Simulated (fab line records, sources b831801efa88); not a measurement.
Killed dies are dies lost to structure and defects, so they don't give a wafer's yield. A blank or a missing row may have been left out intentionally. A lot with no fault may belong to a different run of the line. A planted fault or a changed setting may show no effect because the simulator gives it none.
8D (eight disciplines) problem report, filled in by code -- flow sky130 -- the parts of the form that need people (team, actions taken, sign-off) are left out

== 1. THE PROBLEM ==
cd-nm at SKY_SONOS_TUNNEL_CD_MEAS_07 reads a mean of 394.9 nm on 6 wafers of 2 lots; wafers without a fault read 410.4 nm with a standard deviation of 2.2. That puts it -7.1 standard deviations away from the usual mean.
The step: target cd 410 nm.
Earliest sighting: wafer L999.2 on cd-sem-01 at day 14 18:49. Wafers with a number at this step in the record: 36, from 12 lots. Rule for "out", or "out of limits": more than 4 standard deviations from the usual mean. The other wafers with a number count as sound.

== 2. WHAT IT IS AND WHAT IT IS NOT ==
question,is,is not
which readings at this step,cd-nm,-
which lots,"L101, L999","L100, L106, L108, L110, L111, L990, L991, L993, L994, L995"
which wafers of those lots,all that have a number,-
read on which gauges,"cd-sem-01, cd-sem-02",-
when,from day 14 18:49,"up to then (15 sound wafers); but 15 sound wafers of L100, L106, L108, L110, L111 came after"

== 3. SUSPECTS, AND WHAT RULES EACH OUT ==
Counting: a tool at any process step up to the reading remains a suspect when it ran all the lots that are out and ran no sound lot after the first of those.
- the gauge at SKY_SONOS_TUNNEL_CD_MEAS_07 has been ruled out. Those wafers that are out were read across 2 gauges (cd-sem-01, cd-sem-02).
- iline-stepper-02 at SKY_SONOS_TUNNEL_EXPOSE_04 (exposes mask TUNM, target cd 410 nm): kept. It ran every lot that is out, first L999 (day 14 05:47), and no sound lot after that; its last sound lot up to then is L995 (day 13 00:07). Its own exposure-dose-mJ-cm2 readings are out on those wafers.
The count leaves iline-stepper-02 at SKY_SONOS_TUNNEL_EXPOSE_04.

== 4. THE CAUSE (what the simulator had put in) ==
Process parameter drift: iline-stepper-02, from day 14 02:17 on, at SKY_SONOS_TUNNEL_EXPOSE_04. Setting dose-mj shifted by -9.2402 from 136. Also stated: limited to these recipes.
After counting, this tool was the only one left.

== 5. THE CHAIN OF EFFECTS, in route order ==
Each row: a reading whose mean over the struck wafers that have a number lies more than 3 standard deviations from the usual. Readings are gone through only where the record gives a usual standard deviation; hours: the median, over the lots, of the time from a lot's start at the first step in this table giving one to that lot's start at this step; sigmas: the change measured in usual standard deviations.
hours,step,reading,usual,on struck wafers,change,sigmas
0,SKY_SONOS_TUNNEL_EXPOSE_04,exposure-dose-mJ-cm2,136.01,127.66,-8.35,-60
13,SKY_SONOS_TUNNEL_CD_MEAS_07,cd-nm,410.4 nm,394.9,-15.5,-7.1
Here are the process steps it includes:
- SKY_SONOS_TUNNEL_EXPOSE_04: exposes mask TUNM, target cd 410 nm.
Later steps that measure or inspect, where all struck wafers having a row at the step show a number for every such reading and not one has moved that far: SKY_METAL1_OVL_MEAS_16, SKY_VIA2_OVL_MEAS_13.

== 6. HOW IT WOULD HAVE BEEN CAUGHT EARLIER ==
In this record the first reading out of limits at a measuring or inspecting step was taken at day 14 18:49, 17 hours after the fault began at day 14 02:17.
At SKY_SONOS_TUNNEL_EXPOSE_04, the tool's own readings (exposure-dose-mJ-cm2) were out on each struck wafer the step has a row for, so an alarm limit on them would have fired on the first such wafer.
L101, from the lots that are out (2), started SKY_SONOS_TUNNEL_EXPOSE_04 on iline-stepper-02 later than day 14 18:49. Putting the tool on hold at that point would have spared it.
